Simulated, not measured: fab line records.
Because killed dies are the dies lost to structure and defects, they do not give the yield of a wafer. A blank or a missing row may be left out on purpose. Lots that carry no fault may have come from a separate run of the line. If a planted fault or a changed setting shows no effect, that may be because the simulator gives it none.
One fault through the eyes of 2 desks | flow gf180mcu | every desk sees just its own numbers, and what lay behind them comes last

## AT THE METROLOGY DESK
What the gauges read for every lot (on any tool): the sampled wafers with a number, averaged. Marked OUT: a lot whose mean sits more than 4 standard deviations from the usual mean, which makes it out of limits; the brackets give that distance.
Columns: A = HV_LDD_CVD_54_THK at GF_HV_LDD_THK_MEAS_55, usual 10.02 nm; B = SAB_CVD_00_THK at GF_SAB_THK_MEAS_01, usual 50.0 nm
lot  | first seen here | A     | B
L622 | day 12 06:32    | 10.19 | 48.8
L623 | day 12 17:28    | 10.16 | 49.5
L625 | day 13 03:25    | 10.19 | 49.6
L624 | day 13 08:52    | 10.14 | 49.3
L626 | day 13 10:15    | 9.90  | 49.6
L627 | day 13 20:56    | 10.12 | 49.5
L631 | day 15 08:30    | 9.83  | 50.3
L633 | day 16 01:46    | 9.89  | 49.6
L634 | day 16 07:19    | 9.89  | 49.7
L638 | day 17 18:23    | 10.12 | 50.5
L642 | day 19 09:00    | 9.96  | 49.8
L643 | day 19 15:34    | 9.89  | 49.3
L644 | day 20 00:11    | 9.89  | 50.3
L645 | day 20 04:44    | 9.88  | 49.6
Finding of this desk: none of the 14 lots has anything out of limits.

## TOOL OWNER'S DESK, litho_track-02
Per lot that ran on this tool, the mean of the sampled wafers carrying a number, from the tool's own readings at GF_POLY_GATE_SOFTBAKE_06 (time 60 s). Marked OUT: a lot whose mean sits more than 4 standard deviations from the usual mean, which makes it out of limits; the brackets give that distance.
Columns: A = run_length_s at GF_POLY_GATE_SOFTBAKE_06, usual 89.34 s
lot  | first seen here | A
L627 | day 10 03:00    | 89.47
L631 | day 11 08:00    | 91.33 (+11) OUT
L633 | day 12 00:00    | 90.39 (+5.8) OUT
L634 | day 12 07:00    | 90.78 (+8.0) OUT
L644 | day 15 05:00    | 89.46
This desk's verdict: out of limits on L631, L633, L634, starting with L631 at day 11 08:00 (run_length_s at GF_POLY_GATE_SOFTBAKE_06). In limits: L627, L644.

## PUT TOGETHER
At day 11 08:00, on L631, L633, L634, the tool owner's desk was in a position to raise an alarm.
Metrology desk: nothing out of limits seen.
The metrology desk holds a record of L631, L633, L634, inside its limits.
Of the lots named, all ran GF_POLY_GATE_SOFTBAKE_06 on litho_track-02.

## WHAT THE SIMULATOR HAD PUT IN
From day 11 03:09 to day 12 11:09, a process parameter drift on litho_track-02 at GF_POLY_GATE_SOFTBAKE_06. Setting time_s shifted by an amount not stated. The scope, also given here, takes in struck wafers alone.
Struck lots among those shown: L631, L633, L634.
How many hours passed from the start of the fault until each desk's first out-of-limits reading: the tool owner's desk, 5.
